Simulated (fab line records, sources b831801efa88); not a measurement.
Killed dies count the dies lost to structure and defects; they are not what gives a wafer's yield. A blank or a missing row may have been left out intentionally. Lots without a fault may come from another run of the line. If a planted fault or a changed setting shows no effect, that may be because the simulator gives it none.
fab line records	flow sky130
[record] lots = 10	wafers = 30	last_day = 50
route steps=708 shown CAPM@539 VIA3@574 VIA4@657 PAD_OPEN@708
lots with no fault: from the same line, run without faults
start_h: hours from the record's opening day to when the first of the lot's shown wafers began	wait_h: how many hours have passed since the lot's step before this one	" unchanged from the row above	L1.1+2: one row covering several wafers at once	- no value, or no start given	* or withheld: withheld	< > ~ a bound
route shown NAME@n: names a module that has steps shown in the file, with the first one's number in the route	usual: mean and standard deviation over wafers with no fault	same: alike in all rows	chamber/n: place in a boat	sites: the reading at each site	_std_site: standard deviation of those values	_edge_site: outer sites' mean less inner sites'	radius_mm: how far each site lies from the wafer's centre	mask NAME#n: copy n	behind: tool/chamber where the wafer was last shaped	hold: why the lot went on hold/how many hours it stayed there/how the hold came to an end	device: the transistor (n, p or np) that didn't switch	end of line: tests of these same wafers at the route's end	step lacking rows: just its recipe	killed: dies that structure and defects cost at the first sort, which is not the same as the wafer's yield	map: per-die view of a wafer (x killed, . not killed, _ where there is no die)
set.NAME: the setting that was run; set.NAME@STEP: the one run at that earlier step	model.NAME: the simulator's own value behind a step, which no gauge read
one table for each step of the route and one row for each wafer, over a sample of lots
services: when a tool's chamber went out of use (start_h, in hours from the record's first day, below 0 if earlier), for how many hours, and the reason
[[steps]]
[step SKY_CAPM_SPUTTER_02]
[recipe] material = TiN	target_thk_nm = 200	temp_c = 300	power_w = 6500	time_s = 166.7	chamber_pressure_pa = 0.4
[usual] chamber_pressure_pa = 0.4001/0.00085	substrate_temp_c = 299.97/0.22	throttle_valve_pct = 29.7/0.8
[same] time_s = 166.7
lot.wafer	tool	chamber	start_h	wait_h	chamber_pressure_pa	substrate_temp_c	throttle_valve_pct
L889.2	pvd_sputter-02	-	847.08	0.0	0.3997	299.97	29.0
L889.4	"	-	"	"	0.4008	299.99	28.8
L889.5	"	-	"	"	0.4005	299.86	28.9
L891.2	pvd_sputter-02	-	859.25	0.0	0.3990	299.57	29.1
L891.4	"	-	"	"	0.4012	299.93	29.2
L891.5	"	-	"	"	0.4010	300.10	29.3
L890.2	pvd_sputter-04	-	861.87	0.0	0.4005	300.24	30.9
L890.5	"	-	"	"	0.4007	299.73	31.1
L890.6	"	-	"	"	0.4002	299.68	28.0
L893.2	pvd_sputter-02	-	881.37	0.0	0.3994	299.98	29.1
L893.4	"	-	"	"	0.3996	300.01	29.2
L893.6	"	-	"	"	0.4019	299.94	28.8
L897.1	pvd_sputter-03	-	920.36	0.1	0.3997	300.11	29.1
L897.4	"	-	"	"	0.3995	299.81	29.4
L897.6	"	-	"	"	0.4003	300.02	28.9
L899.2	pvd_sputter-04	-	941.42	0.0	0.4008	300.03	30.9
L899.5	"	-	"	"	0.3991	300.08	30.9
L899.6	"	-	"	"	0.3976	300.03	28.1
L900.1	pvd_sputter-04	-	943.92	0.1	0.3989	300.18	30.1
L900.2	"	-	"	"	0.4005	300.37	28.3
L900.6	"	-	"	"	0.4013	299.61	30.1
L901.2	pvd_sputter-02	-	950.45	0.0	0.3984	300.00	29.9
L901.5	"	-	"	"	0.3999	300.28	29.9
L901.6	"	-	"	"	0.4000	300.16	29.6
L908.1	pvd_sputter-03	-	991.75	0.1	0.4013	299.51	29.4
L908.3	"	-	"	"	0.3993	300.02	30.7
L908.5	"	-	"	"	0.4001	299.53	29.0
L911.2	pvd_sputter-03	-	1009.65	0.0	0.3987	299.99	29.3
L911.3	"	-	"	"	0.4009	300.16	30.8
L911.4	"	-	"	"	0.3996	299.72	29.1
[step SKY_CAPM_METAL_ETCH_13]
[recipe] target_depth_nm = 220	stop_on = SiO2	chemistry = Cl2/BCl3	target = TiN	pressure_mtorr = 10	icp_w = 900	bias_w = 48.5	Cl2_flow_sccm = 60	bcl3_flow_sccm = 30	time_s = 62.9
[usual] bias_w = 48.52/0.14	drypump_motor_current_A = 5.7/0.42	oes_product_au = 0.938/0.008	throttle_valve_pct = 21.903/0.0096
[same] time_s = 62.9
lot.wafer	tool	chamber	start_h	wait_h	bias_w	drypump_motor_current_A	oes_product_au	rf_hours_counter_h	throttle_valve_pct
L889.2	rie_metal-03	1	872.88	0.0	48.52	5.6	0.918	7	21.898
L889.4	"	0	"	"	48.37	5.8	0.926	-	21.892
L889.5	"	1	"	"	48.44	5.5	0.933	-	21.911
L891.2	rie_metal-03	0	884.84	0.0	48.61	5.8	0.944	-	21.888
L891.4	"	0	"	"	48.64	5.8	0.922	-	21.902
L891.5	"	0	"	"	48.75	5.8	0.927	-	21.920
L890.2	rie_metal-03	0	887.33	0.0	48.52	5.8	0.922	4	21.930
L890.5	"	0	"	"	48.53	5.8	0.934	-	21.905
L890.6	"	1	"	"	48.46	5.5	0.923	-	21.911
L893.2	rie_metal-03	0	907.11	0.0	48.52	5.8	0.929	5	21.907
L893.4	"	0	"	"	48.51	5.8	0.936	-	21.921
L893.6	"	0	"	"	48.40	5.8	0.934	-	21.908
L897.1	rie_metal-02	1	944.30	0.0	48.47	5.7	0.940	10	21.881
L897.4	"	1	"	"	48.48	5.7	0.936	-	21.899
L897.6	"	1	"	"	48.44	5.7	0.932	-	21.904
L899.2	rie_metal-04	1	965.33	0.0	48.45	6.1	0.933	4	21.906
L899.5	"	1	"	"	48.73	6.1	0.938	-	21.903
L899.6	"	0	"	"	48.43	4.9	0.931	-	21.920
L900.1	rie_metal-02	1	967.75	0.0	48.77	5.7	0.944	12	21.906
L900.2	"	0	"	"	48.47	6.4	0.937	0	21.909
L900.6	"	1	"	"	48.70	5.7	0.935	-	21.905
L901.2	rie_metal-04	0	974.10	0.0	48.48	5.0	0.944	2	21.883
L901.5	"	0	"	"	48.37	5.0	0.937	-	21.918
L901.6	"	1	"	"	48.74	6.1	0.935	-	21.906
L908.1	rie_metal-04	0	1014.21	0.0	48.50	5.0	0.938	4	21.906
L908.3	"	0	"	"	48.65	4.9	0.933	-	21.897
L908.5	"	0	"	"	48.77	4.9	0.935	-	21.902
L911.2	rie_metal-03	0	1031.65	0.0	48.59	5.8	0.942	12	21.913
L911.3	"	1	"	"	48.52	5.5	0.929	-	21.905
L911.4	"	0	"	"	48.40	5.8	0.943	-	21.912
[step SKY_VIA3_THK_MEAS_01]
[recipe] reads = SiO2_of_VIA3_HDPCVD_00
[usual] VIA3_HDPCVD_THK = 1581/16
lot.wafer	tool	chamber	start_h	wait_h	VIA3_HDPCVD_THK[nm]
L889.2	film_metro-01	-	901.32	0.1	1567
L889.4	"	-	"	"	1571
L889.5	"	-	"	"	1575
L891.2	film_metro-02	-	912.30	0.1	1586
L891.4	"	-	"	"	1574
L891.5	"	-	"	"	1581
L890.2	film_metro-04	-	914.77	0.1	1587
L890.5	"	-	"	"	1563
L890.6	"	-	"	"	1600
L893.2	film_metro-01	-	933.32	0.1	1580
L893.4	"	-	"	"	1599
L893.6	"	-	"	"	1588
L897.1	film_metro-04	-	970.18	0.1	1603
L897.4	"	-	"	"	1595
L897.6	"	-	"	"	1588
L899.2	film_metro-04	-	991.69	0.1	1566
L899.5	"	-	"	"	1581
L899.6	"	-	"	"	1566
L900.1	film_metro-04	-	993.76	0.1	1606
L900.2	"	-	"	"	1602
L900.6	"	-	"	"	1610
L901.2	film_metro-01	-	1000.09	0.1	1587
L901.5	"	-	"	"	1589
L901.6	"	-	"	"	1572
L908.1	film_metro-01	-	1038.45	0.1	1586
L908.3	"	-	"	"	1562
L908.5	"	-	"	"	1593
L911.2	film_metro-01	-	1055.50	0.1	1593
L911.3	"	-	"	"	1595
L911.4	"	-	"	"	1580
[step SKY_VIA4_CVD_18]
[recipe] material = W	target_thk_nm = 505	time_s = 152.14	temp_c = 400	pressure_torr = 39.01
[usual] chamber_pressure_Torr = 39.01/0.084	heater_power_w = 898/59
lot.wafer	tool	chamber	start_h	wait_h	chamber_pressure_Torr	heater_power_w
L889.2	cvd_w-01	1	1002.12	0.0	39.02	910
L889.4	"	1	"	"	38.88	894
L889.5	"	0	"	"	38.80	966
L891.2	cvd_w-01	0	1011.27	0.0	39.12	995
L891.4	"	0	"	"	38.99	972
L891.5	"	0	"	"	38.92	972
L890.2	cvd_w-02	1	1015.67	0.0	38.96	847
L890.5	"	1	"	"	38.94	815
L890.6	"	0	"	"	39.00	858
L893.2	cvd_w-02	1	1032.11	0.0	39.06	835
L893.4	"	1	"	"	39.07	832
L893.6	"	0	"	"	38.99	836
L897.1	cvd_w-01	1	1065.44	0.0	39.09	940
L897.4	"	0	"	"	38.97	977
L897.6	"	1	"	"	39.01	869
L899.2	cvd_w-01	1	1084.05	0.0	39.18	895
L899.5	"	0	"	"	38.92	999
L899.6	"	1	"	"	39.05	909
L900.1	cvd_w-01	0	1085.27	0.0	39.00	986
L900.2	"	1	"	"	39.02	913
L900.6	"	1	"	"	38.91	904
L901.2	cvd_w-02	1	1091.71	0.0	38.99	803
L901.5	"	0	"	"	39.04	846
L901.6	"	1	"	"	39.05	817
L908.1	cvd_w-02	1	1125.82	0.0	39.04	825
L908.3	"	0	"	"	39.13	843
L908.5	"	0	"	"	39.13	843
L911.2	cvd_w-02	1	1140.05	0.0	39.01	828
L911.3	"	0	"	"	39.14	834
L911.4	"	1	"	"	38.96	826
[step SKY_VIA4_RS_MEAS_19]
[recipe] thk_meas_gauge = four-point-probe	reads = W_of_VIA4_CVD_18+TiN_of_VIA4_SPUTTER_17
[usual] VIA4_W_RS = 0.2298/0.0028
lot.wafer	tool	chamber	start_h	wait_h	VIA4_W_RS[ohm/sq]
L889.2	film_metro-03	-	1002.29	0.1	0.2325
L889.4	"	-	"	"	0.2300
L889.5	"	-	"	"	0.2312
L891.2	film_metro-04	-	1011.44	0.1	0.2289
L891.4	"	-	"	"	0.2281
L891.5	"	-	"	"	0.2318
L890.2	film_metro-01	-	1015.84	0.1	0.2283
L890.5	"	-	"	"	0.2289
L890.6	"	-	"	"	0.2274
L893.2	film_metro-04	-	1032.28	0.1	0.2300
L893.4	"	-	"	"	0.2319
L893.6	"	-	"	"	0.2261
L897.1	film_metro-03	-	1065.59	0.1	0.2288
L897.4	"	-	"	"	0.2286
L897.6	"	-	"	"	0.2286
L899.2	film_metro-01	-	1084.22	0.1	0.2281
L899.5	"	-	"	"	0.3125
L899.6	"	-	"	"	0.2251
L900.1	film_metro-04	-	1085.42	0.1	0.3131
L900.2	"	-	"	"	0.2282
L900.6	"	-	"	"	0.2284
L901.2	film_metro-01	-	1091.88	0.1	0.2333
L901.5	"	-	"	"	0.2256
L901.6	"	-	"	"	0.2330
L908.1	film_metro-04	-	1125.97	0.1	0.2318
L908.3	"	-	"	"	0.2314
L908.5	"	-	"	"	0.2313
L911.2	film_metro-04	-	1140.22	0.1	0.2336
L911.3	"	-	"	"	0.2314
L911.4	"	-	"	"	0.2316
[step SKY_VIA4_THK_MEAS_20]
[recipe] thk_meas_gauge = xrf	reads = W_of_VIA4_CVD_18
[usual] VIA4_W_THK = 485/8.4
lot.wafer	tool	chamber	start_h	wait_h	VIA4_W_THK[nm]
L889.2	film_metro-03	-	1002.40	0.1	487
L889.4	"	-	"	"	493
L889.5	"	-	"	"	494
L891.2	film_metro-04	-	1011.55	0.1	482
L891.4	"	-	"	"	487
L891.5	"	-	"	"	475
L890.2	film_metro-01	-	1015.95	0.1	491
L890.5	"	-	"	"	488
L890.6	"	-	"	"	492
L893.2	film_metro-04	-	1032.39	0.1	485
L893.4	"	-	"	"	481
L893.6	"	-	"	"	494
L897.1	film_metro-03	-	1065.71	0.1	491
L897.4	"	-	"	"	491
L897.6	"	-	"	"	495
L899.2	film_metro-01	-	1084.33	0.1	485
L899.5	"	-	"	"	359
L899.6	"	-	"	"	492
L900.1	film_metro-04	-	1085.54	0.1	355
L900.2	"	-	"	"	484
L900.6	"	-	"	"	484
L901.2	film_metro-01	-	1091.99	0.1	474
L901.5	"	-	"	"	491
L901.6	"	-	"	"	477
L908.1	film_metro-04	-	1126.09	0.1	480
L908.3	"	-	"	"	477
L908.5	"	-	"	"	481
L911.2	film_metro-04	-	1140.33	0.1	474
L911.3	"	-	"	"	477
L911.4	"	-	"	"	475
[step SKY_VIA4_CMP_21]
[recipe] stop_on = SiO2	t_overpolish_s = 25	down_force_psi = 3.5	platen_rpm = 60	target_thk_nm = 0	pad_velocity_m_s = 0.94248
[usual] motor_current_A = 11.0/1	time_to_endpoint_s = 119/3.5
lot.wafer	tool	chamber	start_h	wait_h	motor_current_A	time_to_endpoint_s
L889.4	cmp-01	2	1002.72	0.3	12.8	124
L889.2	"	3	"	"	10.1	125
L889.5	"	2	"	"	13.0	124
L891.4	cmp-01	2	1011.81	0.2	12.9	119
L891.2	"	1	"	"	10.8	116
L891.5	"	3	"	"	10.1	119
L890.2	cmp-02	1	1016.05	0.1	10.4	124
L890.5	"	0	"	"	11.0	122
L890.6	"	1	"	"	10.9	124
L893.4	cmp-01	0	1032.54	0.1	10.4	119
L893.2	"	1	"	"	10.4	117
L893.6	"	3	"	"	10.2	124
L897.1	cmp-01	0	1065.77	0.1	9.9	116
L897.4	"	1	"	"	10.4	113
L897.6	"	0	"	"	9.6	117
L899.2	cmp-02	1	1084.38	0.0	11.0	121
L899.6	"	1	"	"	10.9	119
L899.5	"	2	"	"	12.6	91
L900.2	cmp-02	1	1085.60	0.0	10.7	121
L900.1	"	2	"	"	12.5	85
L900.6	"	2	"	"	12.4	117
L901.2	cmp-02	3	1092.09	0.1	11.5	124
L901.6	"	2	"	"	12.4	120
L901.5	"	3	"	"	11.3	125
L908.3	cmp-01	1	1126.25	0.1	10.8	111
L908.1	"	2	"	"	11.7	120
L908.5	"	3	"	"	10.3	118
L911.3	cmp-01	1	1140.38	0.0	10.7	116
L911.2	"	3	"	"	10.3	121
L911.4	"	0	"	"	10.3	123
[step SKY_PAD_OPEN_PROBE_99]
[usual] defect_limited_yield = 82.4/1.7	killed_at_M0_to_M3 = 44/6.9	killed_at_M4_up = 3.3/1.7	killed_at_contacts = 24/4.7	killed_at_front_end = 15/4.5	killed_at_other = 0.2/0.49	killed_dies = 86/8.4	killed_open = 47/6.5	killed_short = 39/6	sort_bin_3_pad_short = 0.9/0.4	sort_bin_5_function = 10.4/1.5	sort_bin_6_memory = 6.3/1	sort_n_pass = 406/8.4	sort_yield_pct = 82.4/1.7
[same] gross_dies = 492	killed_at_back_side = 0	sort_bin_4_leakage[%] = 0	sort_bin_8_speed[%] = 0
lot.wafer	tool	chamber	start_h	wait_h	defect_limited_yield[%]	killed_at_M0_to_M3	killed_at_M4_up	killed_at_contacts	killed_at_front_end	killed_at_other	killed_dies	killed_open	killed_short	sort_bin_3_pad_short[%]	sort_bin_5_function[%]	sort_bin_6_memory[%]	sort_n_pass	sort_yield_pct[%]
L893.2	prober-01	-	1101.48	0.1	81.1	46	2	26	19	0	93	58	35	1.2	11.0	6.7	399	81.1
L893.4	prober-01	-	1101.58	0.2	83.1	47	2	21	13	0	83	53	30	0.4	8.1	8.3	409	83.1
L893.6	prober-01	-	1101.68	0.2	83.7	37	4	26	12	1	80	49	31	1.0	8.9	6.3	412	83.7
// killed by level:class
L893.2 VIA1:geometric_particle:open=15 CONTACT:geometric_particle:open=9 VIA2:geometric_particle:open=8 VIA3:geometric_particle:open=7 LI_CONTACT:geometric_particle:open=6 CONTACT:geometric_particle:short=6 METAL2:geometric_particle:short=6 FIELD_ISO:geometric_particle:open=5
L893.4 VIA1:geometric_particle:open=13 CONTACT:geometric_particle:open=11 VIA3:geometric_particle:open=8 METAL2:geometric_particle:short=5 FIELD_ISO:geometric_particle:open=4 LOCAL_INTERCONNECT:geometric_particle:open=4 VIA1:geometric_particle:short=4 VIA2:geometric_particle:open=4
L893.6 CONTACT:geometric_particle:open=11 VIA2:geometric_particle:open=8 FIELD_ISO:geometric_particle:open=6 LI_CONTACT:geometric_particle:open=6 VIA1:geometric_particle:open=6 METAL4:geometric_particle:short=4 LI_CONTACT:geometric_particle:short=4 CONTACT:geometric_particle:short=4
[[services]]
tool	chamber	start_h	hours	kind
cvd_w-01	-	849.47	2.8	pm
cmp-01	-	850.89	0.9	repair
rie_metal-03	1	875.22	11.9	repair
cvd_w-02	0	881.33	4.3	repair
cvd_w-02	1	883.01	4.0	repair
cvd_w-02	-	904.00	14.0	pm
cmp-01	-	912.27	4.0	pm
cmp-01	-	916.27	3.3	pm
cvd_w-01	-	921.03	6.9	pm
cmp-02	-	930.40	5.5	repair
cmp-02	-	935.95	4.3	pm
rie_metal-03	-	961.36	0.7	repair
cmp-01	-	966.92	16.3	repair
cvd_w-01	1	970.67	17.4	repair
cmp-01	-	996.51	3.8	pm
cmp-02	-	1000.46	11.7	pm
cmp-01	-	1003.36	1.4	repair
cmp-02	-	1015.09	0.9	repair
cvd_w-02	-	1050.50	0.7	repair
cvd_w-01	-	1069.49	1.6	repair
rie_metal-03	0	1084.67	27.3	repair
cvd_w-02	0	1098.25	2.4	repair
rie_metal-03	-	1116.39	2.8	pm
cvd_w-01	0	1128.97	4.4	repair
[[key]]
[first_sign] step = SKY_VIA4_RS_MEAS_19	reading = VIA4_W_RS	direction = up	sigmas = 30	usual = 0.2298	struck = 0.3128
[effect] step = SKY_VIA4_THK_MEAS_20	reading = VIA4_W_THK	direction = down	sigmas = 15	usual = 485	struck = 357
[effect] step = SKY_VIA4_CMP_21	reading = time_to_endpoint_s	direction = down	sigmas = 8.9	usual = *	struck = *
met_at SKY_VIA4_CVD_18
struck_lots L899,L900
struck_wafers L899.5,L900.1
not_acting_at SKY_CAPM_SPUTTER_02,SKY_CAPM_METAL_ETCH_13,SKY_VIA3_THK_MEAS_01
onset_between 1065.44 1084.05
[fault] kind = process_parameter_drift	tool = cvd_w-01	chamber = 0	onset_h = 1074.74	steps = SKY_VIA4_CVD_18	channel = target_thk_nm	offset = -140.89	shape = step	end_h = 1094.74	acts_in = these_recipes_only	stated = 505
